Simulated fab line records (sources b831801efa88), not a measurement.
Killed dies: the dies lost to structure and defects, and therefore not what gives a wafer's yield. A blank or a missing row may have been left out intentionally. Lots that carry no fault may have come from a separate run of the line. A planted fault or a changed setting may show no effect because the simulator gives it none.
Matching of chambers | flow gf180mcu | cmp-01 running GF_V3_CMP_04: 4 sister chambers
The step polishes SiO2. 14 wafers are shown with their chamber, then 7 later ones without.

## WAFERS WITH THEIR CHAMBER
wafer  | chamber | motor_current_A (A) | time_to_endpoint_s (s)
L810.2 | 3       | 12.2                | 84
L810.3 | 0       | 13.1                | 83
L810.6 | 1       | 13.7                | 91
L811.1 | 3       | 12.2                | 81
L811.3 | 1       | 13.0                | 75
L811.5 | 1       | 13.0                | 87
L813.1 | 3       | 12.1                | 88
L813.3 | 0       | 13.6                | 88
L813.6 | 2       | 11.7                | 92
L812.1 | 1       | 14.1                | 83
L812.2 | 2       | 11.7                | 92
L812.6 | 1       | 13.3                | 90
L818.3 | 2       | 11.1                | 83
L818.5 | 2       | 11.0                | 91

SIGNATURES (averages over the wafers above)
reading            | chamber 0 | chamber 1 | chamber 2 | chamber 3 | scatter within a chamber
motor_current_A    | 13.350    | 13.420    | 11.375    | 12.167    | 0.383
time_to_endpoint_s | 85.50     | 85.20     | 89.50     | 84.33     | 5.13
Rule: for a wafer and a chamber, the distance is found by dividing, reading by reading, the gap between the wafer's reading and the chamber's mean by the reading's scatter, squaring, summing and taking the root. If the next closest chamber is less than 2 further off than the closest, the wafer can't be placed; otherwise it belongs to the closest. How the scatter is found: for the shown wafers, subtract from each reading the mean of its chamber, square and add these, divide the total by (wafers less chambers), then take the root.

## WAFERS WHOSE CHAMBER IS MISSING
wafer  | motor_current_A (A) | time_to_endpoint_s (s)
L818.6 | 13.4                | 89
L827.2 | 12.2                | 70
L827.4 | 12.8                | 79
L827.6 | 12.9                | 72
L831.1 | 11.5                | 73
L831.3 | 12.0                | 72
L831.6 | 11.2                | 80

## EACH ONE'S CHAMBER
wafer  | from the rows above               | in truth
L818.6 | can't be placed: 0 or 1           | 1
L827.2 | can't be placed: 3 or 0 or 1 or 2 | 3
L827.4 | can't be placed: 0 or 3 or 1      | 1
L827.6 | can't be placed: 0 or 1 or 3      | 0
L831.1 | can't be placed: 3 or 2           | 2
L831.3 | can't be placed: 3 or 2 or 0      | 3
L831.6 | can't be placed: 2 or 3           | 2
Correctly placed: 0 of 7. Can't be placed from these rows: 7 (the true chamber is among the candidates in 7). 0 placed wrongly.
